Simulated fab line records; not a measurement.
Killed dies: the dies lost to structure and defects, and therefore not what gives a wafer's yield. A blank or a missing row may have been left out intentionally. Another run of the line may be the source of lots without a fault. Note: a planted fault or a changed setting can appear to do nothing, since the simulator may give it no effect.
A single fault, viewed from 2 desks -- flow gf180mcu -- only its own numbers are on each desk; what lay behind them is given at the end

== THE METROLOGY DESK ==
What the gauges read for every lot (on any tool): the sampled wafers with a number, averaged. A lot is out of limits, marked OUT, if its mean lies more than 4 standard deviations from the usual mean; the brackets give that distance.
Columns: A = TOP_METAL_ALCU_THK at GF_TOP_METAL_THK_MEAS_06, usual 907 nm; B = TOP_METAL_OVL at GF_TOP_METAL_OVL_MEAS_15, usual 0.2 nm
lot,first seen here,A,B
L997,day 27 13:29,907,-0.1
L998,day 27 22:00,921,-1.1
L999,day 28 01:42,904,0.8
L102,day 29 01:34,916,-0.9
L104,day 29 18:29,912,2.0
L106,day 30 06:29,908,1.0
L111,day 32 04:06,909,0.6
L113,day 32 15:49,897,2.1
L114,day 32 18:11,902,-1.1
L115,day 33 02:21,914,0.9
L116,day 33 04:08,915,0.2
L117,day 33 10:19,913,2.1
L118,day 33 13:22,898,1.4
Finding of this desk: none of the 13 lots has anything out of limits.

== AT THE TOOL OWNER'S DESK: rieMetal-02 ==
The tool's own readings at GF_M2_METAL_ETCH_16 (etches the open film in Cl2/BCl3, stops on SiO2, target depth 750.8 nm, time 125.1 s): means of the sampled wafers that have a number, for each lot that ran on this tool. A lot is out of limits, marked OUT, if its mean lies more than 4 standard deviations from the usual mean; the brackets give that distance.
Columns: A = drypumpMotorCurrentA at GF_M2_METAL_ETCH_16, usual 5.8 A; B = oesProductAu at GF_M2_METAL_ETCH_16, usual 0.990 a.u.; C = throttleValvePct at GF_M2_METAL_ETCH_16, usual 28.230 %
lot,first seen here,A,B,C
L998,day 19 23:18,6.2,0.999,28.226
L999,day 20 05:00,5.9,0.994,28.233
L102,day 21 11:47,6.2,0.996,28.224
L104,day 22 05:27,5.9,0.995,28.232
L106,day 22 20:35,6.2,0.991,28.233
L114,day 25 21:29,6.2,0.994,28.231
L115,day 26 11:25,6.2,0.994,28.224
Finding of this desk: none of the 7 lots has anything out of limits.

== ALL TOGETHER ==
At the metrology desk, nothing out of limits was observed.
The desk of the tool owner found nothing out of limits.

== WHAT HAD BEEN PUT IN BY THE SIMULATOR ==
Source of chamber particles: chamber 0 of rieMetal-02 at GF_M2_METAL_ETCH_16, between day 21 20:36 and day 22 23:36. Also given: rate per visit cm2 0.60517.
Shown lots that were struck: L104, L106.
